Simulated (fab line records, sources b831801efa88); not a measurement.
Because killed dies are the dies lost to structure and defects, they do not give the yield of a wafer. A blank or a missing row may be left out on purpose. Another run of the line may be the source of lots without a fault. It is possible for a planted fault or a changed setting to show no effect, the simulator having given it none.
What tool caused it? -- flow gf180mcu -- 13 lots with 39 wafers sampled at 4 steps, on a route of 602 steps

## WHAT THE GAUGES SHOWED, per wafer
GF_SAB_THK_MEAS_01.
lot,measured,on,SAB_CVD_00_THK (nm)
L962,day 14 06:55,film_metro-04,49.0 49.8 49.9
L963,day 14 13:16,film_metro-04,50.4 51.1 51.2
L964,day 15 00:13,film_metro-03,49.3 49.2 50.1
L965,day 15 08:55,film_metro-03,50.4 49.8 50.3
L966,day 15 16:13,film_metro-02,49.8 50.2 50.8
L967,day 16 05:09,film_metro-02,49.5 50.3 51.0
L968,day 16 10:31,film_metro-03,50.6 51.1 50.7
L981,day 20 21:23,film_metro-04,49.6 51.1 51.1
L982,day 21 09:46,film_metro-04,50.0 50.6 51.2
L984,day 22 01:02,film_metro-04,49.4 49.8 49.8
L985,day 22 07:21,film_metro-03,50.7 50.1 51.1

GF_SAB_OVL_MEAS_10.
lot,measured,on,SAB_OVL (nm)
L962,day 15 04:02,overlay-01,2.7 3.5 2.5
L963,day 15 10:19,overlay-01,-0.6 -0.9 0.4
L964,day 15 22:05,overlay-02,3.0 2.6 2.1
L965,day 16 06:40,overlay-01,2.7 2.0 1.4
L966,day 16 14:47,overlay-02,0.7 -0.2 1.8
L967,day 17 02:43,overlay-02,-0.9 -1.0 0.4
L968,day 17 08:50,overlay-02,0.4 0.5 1.1
L981,day 21 20:56,overlay-02,-1.9 -0.7 -2.1
L982,day 22 08:29,overlay-01,-1.4 -1.2 -2.3
L984,day 23 00:37,overlay-01,-1.1 -0.5 -0.4
L985,day 23 06:31,overlay-01,1.1 2.4 2.2

## WHICH TOOL RAN EACH LOT (tool, then ch and the chambers of the sampled wafers, then the start)
lot,GF_HV_LDD_ETCHBACK_58,GF_SAB_CVD_00
L962,"rie_diel-02 ch 0,1, day 12 12:51","pecvd-03 ch 0,1,2, day 14 06:53"
L963,"rie_diel-01 ch 0,3, day 12 18:46","pecvd-01 ch 0,2, day 14 13:15"
L964,"rie_diel-04 ch 0,1,2, day 13 06:05","pecvd-04 ch 0,2, day 15 00:11"
L965,"rie_diel-04 ch 0,2,3, day 13 13:19","pecvd-04 ch 0,1,2, day 15 08:48"
L966,"rie_diel-02 ch 0,2,3, day 13 20:41","pecvd-03 ch 0,1,2, day 15 16:11"
L967,"rie_diel-04 ch 0,1,3, day 14 07:53","pecvd-04 ch 1,2, day 16 05:07"
L968,"rie_diel-01 ch 2,3, day 14 14:37","pecvd-04 ch 0,1, day 16 10:29"
L975,"rie_diel-02 ch 1,2,3, day 16 22:19",-
L978,"rie_diel-02 ch 1,2,3, day 17 22:37",-
L981,"rie_diel-04 ch 0,2,3, day 18 19:07","pecvd-04 ch 1,2, day 20 21:20"
L982,"rie_diel-01 ch 0,2,3, day 19 07:52","pecvd-04 ch 0,1,2, day 21 09:44"
L984,"rie_diel-01 ch 0,2,3, day 20 01:14","pecvd-01 ch 1,2, day 22 01:00"
L985,"rie_diel-01 ch 1,2,3, day 20 05:34","pecvd-04 ch 0,1, day 22 07:20"
- GF_HV_LDD_ETCHBACK_58: etches Si3N4 in CH3F/O2, stops on SiO2, time 100 s, target depth 90 nm.
- GF_SAB_CVD_00: deposits SiO2 from TEOS, target thk 50 nm, time 4.9302 s.

## AS READ BY THE TOOLS THEMSELVES (means over the sampled wafers that have a number; for cases with no such wafer, the mark the record gives instead)
GF_HV_LDD_ETCHBACK_58.
lot,tool,drypump_motor_current_A (A),oes_product_au (a.u.),run_length_s (s),throttle_valve_pct (%)
L962,rie_diel-02,6.3,0.842,128.5,10.560
L963,rie_diel-01,5.4,0.839,128.4,10.568
L964,rie_diel-04,5.6,0.841,128.0,10.559
L965,rie_diel-04,5.6,0.839,128.3,10.560
L966,rie_diel-02,6.2,0.839,128.1,10.560
L967,rie_diel-04,5.8,0.852,128.3,10.561
L968,rie_diel-01,5.4,0.842,128.3,10.558
L975,rie_diel-02,6.1,0.992,92.8,10.574
L978,rie_diel-02,6.2,0.997,92.8,10.578
L981,rie_diel-04,5.6,0.835,128.3,10.556
L982,rie_diel-01,5.5,0.845,128.3,10.560
L984,rie_diel-01,5.5,0.848,128.2,10.555
L985,rie_diel-01,5.4,0.843,128.0,10.559

GF_SAB_CVD_00.
lot,tool,heater_power_w (W)
L962,pecvd-03,636
L963,pecvd-01,649
L964,pecvd-04,754
L965,pecvd-04,719
L966,pecvd-03,579
L967,pecvd-04,668
L968,pecvd-04,697
L981,pecvd-04,618
L982,pecvd-04,727
L984,pecvd-01,679
L985,pecvd-04,724

## THE ANSWER, worked out from the rows above alone
Rule: the lots themselves supply what counts as usual. Put in order of their means at a reading, lots are off if they are a third of the lots or fewer, leave a main group of 4 or more, and stand apart from it by a gap of 3 or more times the standard deviation of the main group's means; of several such gaps the widest counts. Not used: any main group whose means are identical at the precision the tables above print for the reading. A lot without any number at a reading at which 4 lots or more have one is off too. All remaining lots with rows at the step are treated as sound. After the gauges, taken in route order, come the tools' own readings; for these a lot's mean is taken, as printed above. The first step at which some lot is off is used, and at that step the reading that is off furthest; a lot without a number counts as furthest.
Off at GF_HV_LDD_ETCHBACK_58 (run_length_s): L975, L978. Mean 128.2 s and standard deviation 0.15 in the main group.
If a tool, at that step or one of the process steps before it, ran each lot that is off and ran no sound lot following the first of them, it fits. One fits: rie_diel-02 at GF_HV_LDD_ETCHBACK_58. A fault onset in the window from L966 (day 13 20:41, its last sound lot) to L975 (day 16 22:19, its first lot off) fits.
The tool's own readings at GF_HV_LDD_ETCHBACK_58 bear it out: on the lots that are off they differ by more than 5 times the standard deviation of the sound lots' means. oes_product_au reads 0.994 a.u. there against 0.842 a.u. on the sound lots; run_length_s reads 92.8 s there against 128.2 s on the sound lots; throttle_valve_pct reads 10.576 % there against 10.560 % on the sound lots.

## WHAT THE SIMULATOR HAD PUT IN
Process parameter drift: rie_diel-02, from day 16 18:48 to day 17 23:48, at GF_HV_LDD_ETCHBACK_58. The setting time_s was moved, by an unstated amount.
Shown lots that were struck: L975, L978. This agrees with what the rule above found.
